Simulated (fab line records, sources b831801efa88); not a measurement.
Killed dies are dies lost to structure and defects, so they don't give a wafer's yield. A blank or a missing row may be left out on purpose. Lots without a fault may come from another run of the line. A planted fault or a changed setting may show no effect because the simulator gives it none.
fab line records | flow sky130
record lots=5 wafers=15 last_day=50
route steps=708 shown CAPM@554 METAL3@555 VIA3@573
lots that met no fault: from a run of the same line without faults
start_h: hours from the record's first day to the start of the lot's first wafer shown | wait_h: hours since the lot's step before | " the same as in the row above | L1.1+2: a row that stands for several wafers | - no value, or no start given | * or withheld: withheld | < > ~ a bound
route shown NAME@n: a module of which the file shows steps, and the number in the route of the first | usual: mean/standard deviation of fault-free wafers | same: alike in all rows | chamber/n: place in a boat | sites: the reading at each site | _std_site: their standard deviation | _edge_site: outer sites' mean less inner sites' | radius_mm: how far each site lies from the wafer's centre | mask NAME#n: copy n | behind: the tool/chamber that last shaped the wafer | hold: why the lot was held/for how many hours/how that ended | device: the transistor (n, p or np) that didn't switch | end of line: the same wafers' tests at the end of the route | a step without rows: its recipe alone | killed: dies lost to structure and defects at the first sort, not the wafer's yield | map: a wafer's dies, x killed, . not, _ none there
set.NAME: the setting as run; set.NAME@STEP: as run at that earlier step | model.NAME: the simulator's own value behind a step, which no gauge read
lots at some steps of the route; a table a step, a row a wafer
services: from which hour (start_h, from the record's first day; less than 0 if before it) a tool's chamber was out of use, for how many hours, and why
## steps
# step SKY_CAPM_CLEAN_17
# recipe chemistry=O3/DIW dry=n2_spin
# columns lot.wafer tool chamber start_h wait_h
L075.1+2+3 wet_bench-03 2 876.88 0.0
L081.1+2+6 wet_bench-02 1 926.62 0.0
L094.3+4+5 wet_bench-03 3 1010.49 0.0
L095.3+4+5 wet_bench-03 2 1015.71 0.0
L096.3+5+6 wet_bench-03 1 1030.21 0.0
# step SKY_METAL3_DEHYDRATE_05
# recipe temp_c=200 time_s=60
# columns lot.wafer tool chamber start_h wait_h
L075.1+2+3 litho_track-01 0 888.39 11.4
L081.1+2+6 litho_track-01 0 938.49 11.8
L094.3+4+5 litho_track-04 0 1020.91 10.3
L095.3+4+5 litho_track-04 0 1027.16 11.4
L096.3+5+6 litho_track-02 0 1040.86 10.5
# step SKY_METAL3_HMDS_06
# recipe prime_time_s=60 prime_temp_c=120
# columns lot.wafer tool chamber start_h wait_h
L075.1+2+3 litho_track-01 0 888.54 0.1
L081.1+2+6 litho_track-01 0 938.64 0.1
L094.3+4+5 litho_track-04 0 1021.06 0.1
L095.3+4+5 litho_track-04 0 1027.31 0.1
L096.3+5+6 litho_track-02 0 1041.01 0.1
# step SKY_METAL3_COAT_07
# recipe resist=BARC temp_c=withheld time_s=withheld spin_rpm=3000 resist_thk_nm=60
# columns lot.wafer tool chamber start_h wait_h
L075.1+2+3 litho_track-01 0 888.69 0.1
L081.1+2+6 litho_track-01 0 938.79 0.1
L094.3+4+5 litho_track-04 0 1021.21 0.1
L095.3+4+5 litho_track-04 0 1027.46 0.1
L096.3+5+6 litho_track-02 0 1041.16 0.1
# step SKY_METAL3_COAT_08
# recipe resist=KrF-thick spin_rpm=3000 resist_thk_nm=1140
# columns lot.wafer tool chamber start_h wait_h
L075.1+2+3 litho_track-01 0 - -
L081.1+2+6 litho_track-01 0 - -
L094.3+4+5 litho_track-04 0 - -
L095.3+4+5 litho_track-04 0 - -
L096.3+5+6 litho_track-02 0 - -
# step SKY_METAL3_SOFTBAKE_09
# recipe temp_c=100 time_s=90 resist=KrF-thick
# columns lot.wafer tool chamber start_h wait_h
L075.1+2+3 litho_track-01 0 - -
L081.1+2+6 litho_track-01 0 - -
L094.3+4+5 litho_track-04 0 - -
L095.3+4+5 litho_track-04 0 - -
L096.3+5+6 litho_track-02 0 - -
# step SKY_METAL3_EXPOSE_10
# recipe mask_id=MM3 na=0.68 source_shape=annular sigma_inner=0.4 sigma_outer=0.8 target_cd_nm=300 dose_mj=28
# columns lot.wafer tool chamber start_h wait_h mask
L075.1+2+3 krf_scanner-01 0 - - MM3#0
L081.1+2+6 krf_scanner-01 0 - - MM3#0
L094.3+4+5 krf_scanner-02 0 - - MM3#0
L095.3+4+5 krf_scanner-02 0 - - MM3#0
L096.3+5+6 krf_scanner-01 0 - - MM3#0
# step SKY_METAL3_PEB_11
# recipe peb_temp_c=withheld peb_time_s=withheld resist=KrF-thick
# columns lot.wafer tool chamber start_h wait_h
L075.1+2+3 litho_track-01 0 - -
L081.1+2+6 litho_track-01 0 - -
L094.3+4+5 litho_track-02 0 - -
L095.3+4+5 litho_track-01 0 - -
L096.3+5+6 litho_track-02 0 - -
# step SKY_METAL3_DEVELOP_12
# recipe develop_time_s=60 resist=KrF-thick dev_temp_c=21
# columns lot.wafer tool chamber start_h wait_h
L075.1+2+3 litho_track-01 0 - -
L081.1+2+6 litho_track-01 0 - -
L094.3+4+5 litho_track-02 0 - -
L095.3+4+5 litho_track-01 0 - -
L096.3+5+6 litho_track-02 0 - -
# step SKY_METAL3_CD_MEAS_13
# recipe target_cd_nm=300
# usual cd_nm=299.8/1.4
# columns lot.wafer tool chamber start_h wait_h cd_nm
L075.1 cd_sem-01 - 902.14 - 300.9
L075.2 " - " " 299.5
L075.3 " - " " 300.8
L081.1 cd_sem-02 - 950.69 - 299.8
L081.2 " - " " 302.3
L081.6 " - " " 300.7
L094.3 cd_sem-02 - 1033.30 - 297.6
L094.4 " - " " 296.8
L094.5 " - " " 299.8
L095.3 cd_sem-01 - 1038.38 - 299.0
L095.4 " - " " 297.6
L095.5 " - " " 298.4
L096.3 cd_sem-01 - 1052.75 - 296.6
L096.5 " - " " 299.3
L096.6 " - " " 297.8
# step SKY_METAL3_OVL_MEAS_14
# usual METAL3_OVL=7/4.9
# columns lot.wafer tool chamber start_h wait_h METAL3_OVL[nm]
L075.1 overlay-02 - 902.26 0.1 11
L075.2 " - " " 5
L075.3 " - " " 8
L081.1 overlay-02 - 950.81 0.1 1
L081.2 " - " " 3
L081.6 " - " " 2
L094.3 overlay-01 - 1033.39 0.1 -8
L094.4 " - " " 9
L094.5 " - " " -2
L095.3 overlay-02 - 1038.48 0.1 8
L095.4 " - " " 9
L095.5 " - " " 8
L096.3 overlay-02 - 1052.84 0.1 8
L096.5 " - " " 16
L096.6 " - " " 6
# step SKY_METAL3_DESCUM_15
# recipe chemistry=O2 source_power_w=150 bias_power_w=0 pressure_mtorr=10 temp_c=40 time_s=8
# usual drypump_motor_current_A=5.86/0.25 oes_product_au=0.999/0.0081
# columns lot.wafer tool chamber start_h wait_h drypump_motor_current_A oes_product_au rf_hours_counter_h
L075.1 rie_metal-02 1 902.30 0.0 6.13 1.001 2
L075.2 " 0 " " 5.62 0.994 16
L075.3 " 1 " " 6.12 1.000 -
L081.1 rie_metal-03 1 950.85 0.0 5.91 1.004 10
L081.2 " 0 " " 5.49 1.000 8
L081.6 " 1 " " 5.96 1.001 -
L094.3 rie_metal-02 1 1033.43 0.0 6.15 0.993 -
L094.4 " 0 " " 5.63 0.994 -
L094.5 " 1 " " 6.16 1.004 -
L095.3 rie_metal-03 0 1038.51 0.0 5.49 0.984 -
L095.4 " 1 " " 5.93 1.005 -
L095.5 " 1 " " 5.90 1.020 -
L096.3 rie_metal-02 0 1052.88 0.0 5.63 1.009 -
L096.5 " 1 " " 6.17 1.001 -
L096.6 " 0 " " 5.62 0.995 -
# step SKY_METAL3_ETCH_16
# recipe chemistry=N2/H2 target=BARC ion_energy_ev=200 bias_w=100 pressure_mtorr=30 n2_flow_sccm=100 h2_flow_sccm=200 icp_w=500 stop_on=SiO2 time_s=88.2 target_depth_a=600
# usual drypump_motor_current_A=5.87/0.25 oes_product_au=0.625/0.0048 throttle_valve_pct=13.204/0.0087
# columns lot.wafer tool chamber start_h wait_h drypump_motor_current_A oes_product_au rf_hours_counter_h throttle_valve_pct
L075.1 rie_metal-02 1 902.33 0.0 6.17 0.624 2 13.198
L075.2 " 0 " " 5.64 0.631 16 13.219
L075.3 " 1 " " 6.17 0.627 - 13.217
L081.1 rie_metal-03 1 950.88 0.0 5.91 0.625 10 13.196
L081.2 " 0 " " 5.50 0.627 8 13.196
L081.6 " 1 " " 5.94 0.632 - 13.197
L094.3 rie_metal-02 1 1033.48 0.0 6.16 0.618 - 13.204
L094.4 " 0 " " 5.62 0.630 - 13.200
L094.5 " 1 " " 6.16 0.624 - 13.216
L095.3 rie_metal-03 0 1038.56 0.0 5.50 0.625 - 13.189
L095.4 " 1 " " 5.94 0.636 - 13.200
L095.5 " 1 " " 5.92 0.623 - 13.204
L096.3 rie_metal-02 0 1052.93 0.0 5.63 0.627 - 13.206
L096.5 " 1 " " 6.17 0.626 - 13.194
L096.6 " 0 " " 5.65 0.621 - 13.218
# step SKY_METAL3_ETCH_17
# recipe target=SiO2 stop_on=TiN chemistry=C4F8/O2/Ar source_w=1500 bias_w=1200 pressure_mtorr=40 c4f8_flow_sccm=withheld O2_flow_sccm=6 Ar_flow_sccm=300 time_s=3.9 target_depth_a=150
# usual oes_product_au=0.755/0.0082
# columns lot.wafer tool chamber start_h wait_h oes_product_au rf_hours_counter_h
L075.1 rie_diel-01 3 902.43 0.1 0.751 15
L075.2 " 2 " " 0.757 13
L075.3 " 0 " " 0.742 20
L081.1 rie_diel-03 3 950.98 0.1 0.743 26
L081.2 " 0 " " 0.744 9
L081.6 " 2 " " 0.749 -
L094.3 rie_diel-04 2 1033.55 0.0 0.754 11
L094.4 " 3 " " 0.752 7
L094.5 " 2 " " 0.751 -
L095.3 rie_diel-03 0 1038.63 0.0 0.763 12
L095.4 " 1 " " 0.770 -
L095.5 " 0 " " 0.758 -
L096.3 rie_diel-03 1 1053.00 0.0 0.753 18
L096.5 " 0 " " 0.760 -
L096.6 " 3 " " 0.749 -
# step SKY_METAL3_METAL_ETCH_18
# recipe target_depth_a=8450 stop_on=SiO2 over_etch_frac=0.3 time_s=183.1 chemistry=Cl2/BCl3 resist_sidewall_deg=88 pressure_mtorr=10 icp_w=900 bias_w=48.5 Cl2_flow_sccm=60 bcl3_flow_sccm=30
# usual drypump_motor_current_A=5.82/0.26 oes_product_au=0.866/0.0071 throttle_valve_pct=22.264/0.009
# columns lot.wafer tool chamber start_h wait_h drypump_motor_current_A oes_product_au rf_hours_counter_h throttle_valve_pct
L075.1 rie_metal-03 1 902.45 0.0 5.89 0.861 7 22.255
L075.2 " 0 " " 5.48 0.865 5 22.267
L075.3 " 0 " " 5.50 0.864 - 22.265
L081.1 rie_metal-02 1 951.00 0.0 6.16 0.872 4 22.262
L081.2 " 0 " " 5.62 0.871 18 22.260
L081.6 " 0 " " 5.62 0.861 - 22.269
L094.3 rie_metal-03 1 1033.62 0.1 5.95 0.859 - 22.257
L094.4 " 0 " " 5.50 0.864 - 22.250
L094.5 " 1 " " 5.92 0.862 - 22.257
L095.3 rie_metal-02 1 1038.71 0.1 6.14 0.860 - 22.257
L095.4 " 0 " " 5.65 0.858 - 22.253
L095.5 " 0 " " 5.62 0.871 - 22.262
L096.3 rie_metal-04 0 1053.07 0.1 6.13 0.861 - 22.255
L096.5 " 0 " " 6.12 0.857 - 22.280
L096.6 " 1 " " 5.67 0.860 - 22.260
# step SKY_METAL3_STRIP_19
# recipe chemistry=O2/N2 power_w=1400 pressure_mtorr=1500 platen_temp_c=withheld o2_flow_sccm=3000 n2_flow_sccm=300 overash_fraction=0.5
# usual drypump_motor_current_A=6.16/0.28 oes_product_au=0.502/0.0055 strip_time_to_endpoint_s=6.53/0.074
# columns lot.wafer tool chamber start_h wait_h drypump_motor_current_A oes_product_au rf_hours_counter_h strip_time_to_endpoint_s
L075.1 plasma_asher-01 1 902.63 0.1 6.40 0.499 111 6.48
L075.2 " 0 " " 5.84 0.493 111 6.47
L075.3 " 0 " " 5.82 0.492 - 6.46
L081.1 plasma_asher-01 0 951.18 0.1 5.79 0.504 116 6.59
L081.2 " 1 " " 6.40 0.506 116 6.53
L081.6 " 1 " " 6.39 0.499 - 6.62
L094.3 plasma_asher-02 0 1033.78 0.1 5.77 0.496 - 6.41
L094.4 " 1 " " 6.48 0.511 - 6.60
L094.5 " 1 " " 6.46 0.496 - 6.47
L095.3 plasma_asher-02 0 1038.86 0.1 5.77 0.500 - 6.56
L095.4 " 1 " " 6.54 0.510 - 6.69
L095.5 " 0 " " 5.76 0.511 - 6.70
L096.3 plasma_asher-02 0 1053.23 0.1 5.77 0.504 - 6.49
L096.5 " 1 " " 6.53 0.508 - 6.50
L096.6 " 0 " " 5.75 0.488 - 6.51
# step SKY_METAL3_STRIP_20
# recipe chemistry=post_etch_residue_remover time_s=1200 temp_c=72.5
# columns lot.wafer tool chamber start_h wait_h
L075.1+2+3 wet_bench-04 0 902.73 0.1
L081.1+2+6 wet_bench-01 2 951.28 0.1
L094.3+4+5 wet_bench-02 2 1033.84 0.0
L095.3+4+5 wet_bench-01 3 1038.93 0.0
L096.3+5+6 wet_bench-02 0 1053.29 0.0
# step SKY_METAL3_CLEAN_21
# recipe chemistry=IPA time_s=180 temp_c=25
# columns lot.wafer tool chamber start_h wait_h
L075.1+2+3 wet_bench-01 1 903.07 0.0
L081.1+2+6 wet_bench-04 0 951.62 0.0
L094.3+4+5 wet_bench-04 0 1034.18 0.0
L095.3+4+5 wet_bench-02 2 1039.67 0.0
L096.3+5+6 wet_bench-01 3 1053.63 0.0
# step SKY_METAL3_CLEAN_22
# recipe chemistry=O3/DIW dry=n2_spin
# columns lot.wafer tool chamber start_h wait_h
L075.1+2+3 wet_bench-02 2 903.13 0.0
L081.1+2+6 wet_bench-02 3 951.68 0.0
L094.3+4+5 wet_bench-02 2 1034.24 0.0
L095.3+4+5 wet_bench-02 3 1039.73 0.0
L096.3+5+6 wet_bench-04 0 1053.70 0.0
# step SKY_VIA3_HDPCVD_00
# recipe material=SiO2 target_thk_nm=1635 sigma_open_frac=0.3 time_s=272.5 temp_c=400 sih4_flow_sccm=60 pressure_mtorr=6
# columns lot.wafer tool chamber start_h wait_h
L075.1+2+3 hdpcvd-01 0,1,2 903.23 0.0
L081.1+2+6 hdpcvd-02 0,2,2 951.77 0.0
L094.3+4+5 hdpcvd-02 0,2,2 1034.42 0.1
L095.3+4+5 hdpcvd-02 1,0,1 1039.82 0.0
L096.3+5+6 hdpcvd-01 0,1,2 1053.90 0.0
# step SKY_VIA3_THK_MEAS_01
# recipe reads=SiO2_of_VIA3_HDPCVD_00
# usual VIA3_HDPCVD_THK=1626/16
# columns lot.wafer tool chamber start_h wait_h VIA3_HDPCVD_THK[nm]
L075.1 film_metro-03 - 903.39 0.1 1631
L075.2 " - " " 1597
L075.3 " - " " 1628
L081.1 film_metro-04 - 951.94 0.1 1610
L081.2 " - " " 1617
L081.6 " - " " 1624
L094.3 film_metro-04 - 1034.61 0.1 1620
L094.4 " - " " 1628
L094.5 " - " " 1657
L095.3 film_metro-04 - 1040.01 0.1 1642
L095.4 " - " " 1615
L095.5 " - " " 1643
L096.3 film_metro-03 - 1054.09 0.1 1642
L096.5 " - " " 1626
L096.6 " - " " 1637
# step SKY_VIA3_CMP_02
# recipe material=SiO2 down_force_psi=4 platen_rpm=60 pad_velocity_m_s=0.94248
# usual motor_current_A=12.2/1.6
# columns lot.wafer tool chamber start_h wait_h motor_current_A
L075.3 cmp-02 2 903.45 0.0 14.8
L075.1 " 0 " " 11.8
L075.2 " 1 " " 11.6
L081.1 cmp-01 3 952.05 0.1 13.1
L081.2 " 1 " " 12.9
L081.6 " 3 " " 14.3
L094.4 cmp-01 3 1034.70 0.1 14.7
L094.3 " 1 " " 13.5
L094.5 " 3 " " 13.8
L095.3 cmp-02 3 1040.05 0.0 9.7
L095.4 " 1 " " 11.3
L095.5 " 0 " " 11.8
L096.3 cmp-01 3 1054.18 0.1 13.9
L096.5 " 2 " " 10.0
L096.6 " 3 " " 13.7
# step SKY_VIA3_BOW_MEAS_03
# recipe mode=bow
# usual VIA3_BOW=83/8.7
# columns lot.wafer tool chamber start_h wait_h VIA3_BOW[um]
L075.1 film_metro-03 - 903.75 0.1 77
L075.2 " - " " 74
L075.3 " - " " 80
L081.1 film_metro-03 - 952.32 0.2 85
L081.2 " - " " 85
L081.6 " - " " 84
L094.3 film_metro-03 - 1034.99 0.1 68
L094.4 " - " " 81
L094.5 " - " " 88
L095.3 film_metro-02 - 1040.39 0.3 73
L095.4 " - " " 93
L095.5 " - " " 88
L096.3 film_metro-02 - 1054.47 0.2 98
L096.5 " - " " 76
L096.6 " - " " 94
# step SKY_VIA3_DEHYDRATE_04
# recipe temp_c=200 time_s=60
# columns lot.wafer tool chamber start_h wait_h
L075.1+2+3 litho_track-01 0 914.89 11.1
L081.1+2+6 litho_track-04 0 964.21 11.9
L094.3+4+5 litho_track-04 0 1045.26 10.3
L095.3+4+5 litho_track-03 0 1050.95 10.5
L096.3+5+6 litho_track-03 0 1064.15 9.7
# step SKY_VIA3_HMDS_05
# recipe prime_time_s=60 prime_temp_c=120
# columns lot.wafer tool chamber start_h wait_h
L075.1+2+3 litho_track-01 0 915.04 0.1
L081.1+2+6 litho_track-04 0 964.36 0.1
L094.3+4+5 litho_track-04 0 1045.41 0.1
L095.3+4+5 litho_track-03 0 1051.10 0.1
L096.3+5+6 litho_track-03 0 1064.30 0.1
# step SKY_VIA3_COAT_06
# recipe resist=BARC temp_c=withheld time_s=withheld spin_rpm=3000 resist_thk_nm=60
# columns lot.wafer tool chamber start_h wait_h
L075.1+2+3 litho_track-01 0 915.19 0.1
L081.1+2+6 litho_track-04 0 964.51 0.1
L094.3+4+5 litho_track-04 0 1045.56 0.1
L095.3+4+5 litho_track-03 0 1051.25 0.1
L096.3+5+6 litho_track-03 0 1064.45 0.1
# step SKY_VIA3_COAT_07
# recipe resist=KrF-thick spin_rpm=3000 resist_thk_nm=450
# columns lot.wafer tool chamber start_h wait_h
L075.1+2+3 litho_track-01 0 - -
L081.1+2+6 litho_track-04 0 - -
L094.3+4+5 litho_track-04 0 - -
L095.3+4+5 litho_track-03 0 - -
L096.3+5+6 litho_track-03 0 - -
# step SKY_VIA3_SOFTBAKE_08
# recipe temp_c=100 time_s=90 resist=KrF-thick
# columns lot.wafer tool chamber start_h wait_h
L075.1+2+3 litho_track-01 0 - -
L081.1+2+6 litho_track-04 0 - -
L094.3+4+5 litho_track-04 0 - -
L095.3+4+5 litho_track-03 0 - -
L096.3+5+6 litho_track-03 0 - -
# step SKY_VIA3_EXPOSE_09
# recipe mask_id=VIM3 na=0.8 source_shape=annular sigma_inner=0.55 sigma_outer=0.85 target_cd_nm=200 dose_mj=38
# columns lot.wafer tool chamber start_h wait_h mask
L075.1+2+3 krf_scanner-01 0 - - VIM3#0
L081.1+2+6 krf_scanner-01 0 - - VIM3#0
L094.3+4+5 krf_scanner-01 0 - - VIM3#0
L095.3+4+5 krf_scanner-01 0 - - VIM3#0
L096.3+5+6 krf_scanner-01 0 - - VIM3#0
# step SKY_VIA3_PEB_10
# recipe peb_temp_c=withheld peb_time_s=withheld resist=KrF-thick
# columns lot.wafer tool chamber start_h wait_h
L075.1+2+3 litho_track-01 0 - -
L081.1+2+6 litho_track-03 0 - -
L094.3+4+5 litho_track-01 0 - -
L095.3+4+5 litho_track-04 0 - -
L096.3+5+6 litho_track-03 0 - -
# step SKY_VIA3_DEVELOP_11
# recipe develop_time_s=60 resist=KrF-thick dev_temp_c=21
# columns lot.wafer tool chamber start_h wait_h
L075.1+2+3 litho_track-01 0 - -
L081.1+2+6 litho_track-03 0 - -
L094.3+4+5 litho_track-01 0 - -
L095.3+4+5 litho_track-04 0 - -
L096.3+5+6 litho_track-03 0 - -
# step SKY_VIA3_CD_MEAS_12
# recipe target_cd_nm=200
# usual cd_nm=200.1/1.7
# columns lot.wafer tool chamber start_h wait_h cd_nm
L075.1 cd_sem-02 - 926.69 - 200.5
L075.2 " - " " 201.1
L075.3 " - " " 199.9
L081.1 cd_sem-02 - 976.85 - 200.6
L081.2 " - " " 199.2
L081.6 " - " " 198.8
L094.3 cd_sem-02 - 1056.43 - 200.0
L094.4 " - " " 199.7
L094.5 " - " " 200.4
L095.3 cd_sem-01 - 1061.60 - 201.9
L095.4 " - " " 203.1
L095.5 " - " " 201.6
L096.3 cd_sem-01 - 1076.19 - 198.6
L096.5 " - " " 197.6
L096.6 " - " " 198.4
# step SKY_VIA3_OVL_MEAS_13
# usual VIA3_OVL=-2/4.6
# columns lot.wafer tool chamber start_h wait_h VIA3_OVL[nm]
L075.1 overlay-01 - 926.81 0.1 -10
L075.2 " - " " -5
L075.3 " - " " 0
L081.1 overlay-01 - 976.97 0.1 1
L081.2 " - " " -1
L081.6 " - " " -4
L094.3 overlay-02 - 1056.53 0.1 -2
L094.4 " - " " 7
L094.5 " - " " -6
L095.3 overlay-02 - 1061.69 0.1 -6
L095.4 " - " " -1
L095.5 " - " " -9
L096.3 overlay-02 - 1076.28 0.1 -5
L096.5 " - " " 9
L096.6 " - " " -3
# step SKY_VIA3_ETCH_14
# recipe chemistry=N2/H2 target=BARC ion_energy_ev=200 source_w=500 bias_w=100 pressure_mtorr=30 n2_flow_sccm=100 h2_flow_sccm=200 stop_on=SiO2 time_s=45.9 target_depth_a=600
# usual drypump_motor_current_A=5.6/0.51 oes_product_au=0.854/0.0051 throttle_valve_pct=13.226/0.0093
# columns lot.wafer tool chamber start_h wait_h drypump_motor_current_A oes_product_au rf_hours_counter_h throttle_valve_pct
L075.1 rie_diel-03 3 926.85 0.0 5.5 0.853 25 13.206
L075.2 " 2 " " 5.5 0.849 9 13.207
L075.3 " 0 " " 6.1 0.860 9 13.223
L081.1 rie_diel-02 1 977.00 0.0 4.7 0.853 14 13.221
L081.2 " 0 " " 5.8 0.858 12 13.233
L081.6 " 1 " " 4.7 0.853 - 13.221
L094.3 rie_diel-03 3 1056.55 0.0 5.5 0.852 29 13.206
L094.4 " 1 " " 6.4 0.852 18 13.233
L094.5 " 2 " " 5.5 0.860 - 13.225
L095.3 rie_diel-02 2 1061.72 0.0 5.6 0.850 16 13.231
L095.4 " 3 " " 5.2 0.856 15 13.230
L095.5 " 0 " " 5.8 0.855 - 13.233
L096.3 rie_diel-03 3 1076.30 0.0 5.5 0.854 30 13.229
L096.5 " 2 " " 5.5 0.853 - 13.217
L096.6 " 3 " " 5.5 0.852 - 13.227
# step SKY_VIA3_ETCH_15
# recipe target=SiO2 chemistry=C4F8/O2/Ar target_depth_nm=507 stop_on=TiN mask_material=KrF-thick source_w=1500 bias_w=1200 pressure_mtorr=40 c4f8_flow_sccm=withheld O2_flow_sccm=6 Ar_flow_sccm=300 time_s=78
# usual oes_product_au=0.946/0.0051
# columns lot.wafer tool chamber start_h wait_h oes_product_au
L075.1 rie_diel-03 3 926.89 0.0 0.954
L075.2 " 2 " " 0.944
L075.3 " 0 " " 0.943
L081.1 rie_diel-02 1 977.05 0.0 0.943
L081.2 " 0 " " 0.947
L081.6 " 1 " " 0.947
L094.3 rie_diel-03 3 1056.59 0.0 0.943
L094.4 " 1 " " 0.947
L094.5 " 2 " " 0.947
L095.3 rie_diel-02 2 1061.76 0.0 0.937
L095.4 " 3 " " 0.955
L095.5 " 0 " " 0.951
L096.3 rie_diel-03 3 1076.35 0.0 0.943
L096.5 " 2 " " 0.943
L096.6 " 3 " " 0.940
# step SKY_VIA3_STRIP_16
# recipe chemistry=O2/N2 power_w=1400 pressure_mtorr=1500 platen_temp_c=withheld o2_flow_sccm=3000 n2_flow_sccm=300 overash_fraction=0.5
# usual drypump_motor_current_A=6.18/0.3 oes_product_au=0.401/0.0044 strip_time_to_endpoint_s=4.122/0.028
# columns lot.wafer tool chamber start_h wait_h drypump_motor_current_A oes_product_au rf_hours_counter_h strip_time_to_endpoint_s
L075.1 plasma_asher-02 0 926.95 0.0 5.78 0.402 16 4.127
L075.2 " 1 " " 6.53 0.400 16 4.061
L075.3 " 0 " " 5.77 0.401 - 4.107
L081.1 plasma_asher-04 1 977.11 0.0 6.26 0.401 87 4.168
L081.2 " 0 " " 6.37 0.402 87 4.166
L081.6 " 1 " " 6.26 0.396 - 4.146
L094.3 plasma_asher-02 0 1056.69 0.1 5.78 0.403 - 4.101
L094.4 " 1 " " 6.52 0.398 - 4.071
L094.5 " 0 " " 5.77 0.401 - 4.077
L095.3 plasma_asher-02 1 1061.85 0.1 6.52 0.399 - 4.116
L095.4 " 0 " " 5.78 0.407 - 4.088
L095.5 " 1 " " 6.55 0.395 - 4.107
L096.3 plasma_asher-03 0 1076.44 0.1 5.97 0.402 - 4.109
L096.5 " 1 " " 6.15 0.398 - 4.121
L096.6 " 0 " " 5.98 0.399 - 4.110
# step SKY_VIA3_STRIP_17
# recipe chemistry=post_etch_residue_remover time_s=1200 temp_c=72.5
# columns lot.wafer tool chamber start_h wait_h
L075.1+2+3 wet_bench-03 1 927.05 0.1
L081.1+2+6 wet_bench-02 1 977.21 0.1
L094.3+4+5 wet_bench-04 0 1056.75 0.0
L095.3+4+5 wet_bench-04 3 1061.92 0.0
L096.3+5+6 wet_bench-02 2 1076.51 0.0
# step SKY_VIA3_CLEAN_18
# recipe chemistry=IPA time_s=180 temp_c=25
# columns lot.wafer tool chamber start_h wait_h
L075.1+2+3 wet_bench-02 3 927.39 0.0
L081.1+2+6 wet_bench-03 0 977.55 0.0
L094.3+4+5 wet_bench-03 3 1057.50 0.0
L095.3+4+5 wet_bench-02 3 1062.67 0.0
L096.3+5+6 wet_bench-03 0 1077.19 0.0
# step SKY_VIA3_CLEAN_19
# recipe chemistry=O3/DIW dry=n2_spin
# columns lot.wafer tool chamber start_h wait_h
L075.1+2+3 wet_bench-04 1 927.45 0.0
L081.1+2+6 wet_bench-02 2 977.61 0.0
L094.3+4+5 wet_bench-04 2 1057.56 0.0
L095.3+4+5 wet_bench-04 2 1062.78 0.0
L096.3+5+6 wet_bench-02 0 1077.25 0.0
# step SKY_VIA3_SPUTTER_20
# recipe material=TiN target_thk_nm=20 chamber_pressure_pa=5 power_w=4000 time_s=80
# usual throttle_valve_pct=30.7/1.4
# columns lot.wafer tool chamber start_h wait_h throttle_valve_pct
L075.1 pvd_sputter-04 - 927.54 0.0 33.2
L075.2 " - " " 29.2
L075.3 " - " " 29.5
L081.1 pvd_sputter-02 - 977.70 0.0 30.9
L081.2 " - " " 30.7
L081.6 " - " " 30.9
L094.3 pvd_sputter-04 - 1057.76 0.0 31.8
L094.4 " - " " 33.1
L094.5 " - " " 29.3
L095.3 pvd_sputter-02 - 1062.98 0.0 31.4
L095.4 " - " " 31.0
L095.5 " - " " 29.0
L096.3 pvd_sputter-02 - 1077.44 0.0 31.0
L096.5 " - " " 30.9
L096.6 " - " " 31.5
# step SKY_VIA3_CVD_21
# recipe material=W target_thk_nm=390 time_s=117.31 temp_c=400 pressure_torr=40
# usual heater_power_w=770/58
# columns lot.wafer tool chamber start_h wait_h heater_power_w
L075.1 cvd_w-02 0 927.60 0.0 810
L075.2 " 1 " " 810
L075.3 " 1 " " 801
L081.1 cvd_w-02 1 977.76 0.0 830
L081.2 " 0 " " 815
L081.6 " 0 " " 793
L094.3 cvd_w-01 0 1057.86 0.1 678
L094.4 " 1 " " 804
L094.5 " 0 " " 696
L095.3 cvd_w-02 0 1063.08 0.1 810
L095.4 " 1 " " 793
L095.5 " 0 " " 823
L096.3 cvd_w-01 0 1077.54 0.1 697
L096.5 " 0 " " 693
L096.6 " 1 " " 808
# step SKY_VIA3_RS_MEAS_22
# recipe thk_meas_gauge=four-point-probe reads=W_of_VIA3_CVD_21+TiN_of_VIA3_SPUTTER_20
# usual VIA3_W_RS=0.294/0.0035
# columns lot.wafer tool chamber start_h wait_h VIA3_W_RS[ohm/sq]
L075.1 film_metro-04 - 927.73 0.1 0.292
L075.2 " - " " 0.293
L075.3 " - " " 0.295
L081.1 film_metro-04 - 977.89 0.1 0.296
L081.2 " - " " 0.296
L081.6 " - " " 0.293
L094.3 film_metro-03 - 1057.99 0.1 0.297
L094.4 " - " " 0.303
L094.5 " - " " 0.298
L095.3 film_metro-03 - 1063.21 0.1 0.292
L095.4 " - " " 0.295
L095.5 " - " " 0.292
L096.3 film_metro-03 - 1077.70 0.1 0.289
L096.5 " - " " 0.291
L096.6 " - " " 0.291
# step SKY_VIA3_THK_MEAS_23
# recipe thk_meas_gauge=xrf reads=W_of_VIA3_CVD_21
# usual VIA3_W_THK=391/5.1
# columns lot.wafer tool chamber start_h wait_h VIA3_W_THK[nm]
L075.1 film_metro-04 - 927.85 0.1 397
L075.2 " - " " 399
L075.3 " - " " 395
L081.1 film_metro-04 - 978.01 0.1 394
L081.2 " - " " 388
L081.6 " - " " 393
L094.3 film_metro-03 - 1058.09 0.1 387
L094.4 " - " " 375
L094.5 " - " " 383
L095.3 film_metro-03 - 1063.31 0.1 390
L095.4 " - " " 386
L095.5 " - " " 393
L096.3 film_metro-03 - 1077.80 0.1 395
L096.5 " - " " 393
L096.6 " - " " 387
## services
# columns tool chamber start_h hours kind
rie_diel-03 2 854.63 4.4 repair
hdpcvd-02 - 855.77 0.9 repair
cmp-01 - 860.22 4.5 repair
rie_diel-02 0 865.09 16.8 repair
krf_scanner-01 - 873.77 4.4 pm
rie_diel-02 1 878.72 16.1 repair
cmp-01 - 880.50 1.1 repair
rie_metal-02 - 880.75 2.8 pm
hdpcvd-02 2 891.11 3.0 repair
cvd_w-02 - 904.00 14.0 pm
cmp-01 - 907.57 6.3 repair
rie_metal-02 - 909.75 14.6 pm
cmp-01 - 925.51 4.0 pm
plasma_asher-02 - 929.22 0.9 repair
cmp-01 - 931.54 3.7 repair
rie_metal-03 1 945.34 4.5 repair
rie_diel-02 0 964.82 3.1 repair
krf_scanner-01 - 969.90 1.3 pm
rie_metal-03 1 978.67 17.9 repair
rie_metal-03 - 980.57 2.8 pm
krf_scanner-01 - 991.89 0.8 pm
krf_scanner-01 - 996.24 1.0 pm
rie_diel-03 2 1037.86 5.8 repair
rie_diel-02 - 1063.51 1.5 repair
## key
fault none
